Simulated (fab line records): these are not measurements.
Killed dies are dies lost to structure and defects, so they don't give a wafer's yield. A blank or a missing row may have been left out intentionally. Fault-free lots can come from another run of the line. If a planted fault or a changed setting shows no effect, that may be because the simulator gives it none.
The tool behind it: which one? -- flow sky130 -- 6 lots with 18 wafers sampled at 3 steps, on a route of 708 steps

== WHAT EACH GAUGE READ, for each wafer ==
SKY_METAL2_RS_MEAS_05: uses a four-point probe to measure.
lot,measured,on,METAL2_ALCU_RS (ohm/sq)
L571,day 34 21:23,film-metro-03,0.1271 0.1255 0.1266
L574,day 36 04:46,film-metro-03,0.1275 0.1250 0.1253
L576,day 36 07:31,film-metro-03,0.1259 0.1277 0.1265
L587,day 39 21:08,film-metro-02,0.1272 0.1278 0.1269
L590,day 40 22:01,film-metro-04,0.1270 0.1277 0.1266
L592,day 41 04:07,film-metro-04,0.1268 0.1274 0.1269

== WHICH TOOL RAN EACH LOT (tool, then ch and the chambers of the sampled wafers, then the start) ==
lot,SKY_VIA1_ETCH_14,SKY_METAL2_SPUTTER_02
L571,"rie-diel-04 ch 0,1, day 34 19:56","pvd-sputter-03, day 34 21:18"
L574,"rie-diel-01 ch 2,3, day 36 03:14","pvd-sputter-03, day 36 04:41"
L576,"rie-diel-01 ch 0,2,3, day 36 06:02","pvd-sputter-04, day 36 07:24"
L587,"rie-diel-01 ch 1,3, day 39 19:41","pvd-sputter-04, day 39 21:03"
L590,"rie-diel-03 ch 1,3, day 40 20:31","pvd-sputter-03, day 40 21:54"
L592,"rie-diel-01 ch 0,2,3, day 41 02:34","pvd-sputter-04, day 41 04:02"
- SKY_VIA1_ETCH_14: etches BARC in N2/H2, stops on SiO2, time 45.9 s, target depth 60 nm.
- SKY_METAL2_SPUTTER_02: material AlCu, target thk 250 nm, time 13.3 s.

== THE ANSWER, worked out from the rows above alone ==
Rule: usual is defined by the lots themselves. The widest of any qualifying gaps counts: lots, ordered by their means at a reading, are off when they make up no more than a third of the lots, leave a main group of 4 or more, and stand apart from it by 3 or more times the standard deviation of that group's means. A main group whose means are all the same, to the digits that the tables above print for the reading, isn't used. A lot without any number at a reading at which 4 lots or more have one is off too. Any other lot the step has rows for is counted as sound.
Across all readings shown, no lot is off: no conclusion can be drawn from this.

== WHAT WAS PUT IN BY THE SIMULATOR ==
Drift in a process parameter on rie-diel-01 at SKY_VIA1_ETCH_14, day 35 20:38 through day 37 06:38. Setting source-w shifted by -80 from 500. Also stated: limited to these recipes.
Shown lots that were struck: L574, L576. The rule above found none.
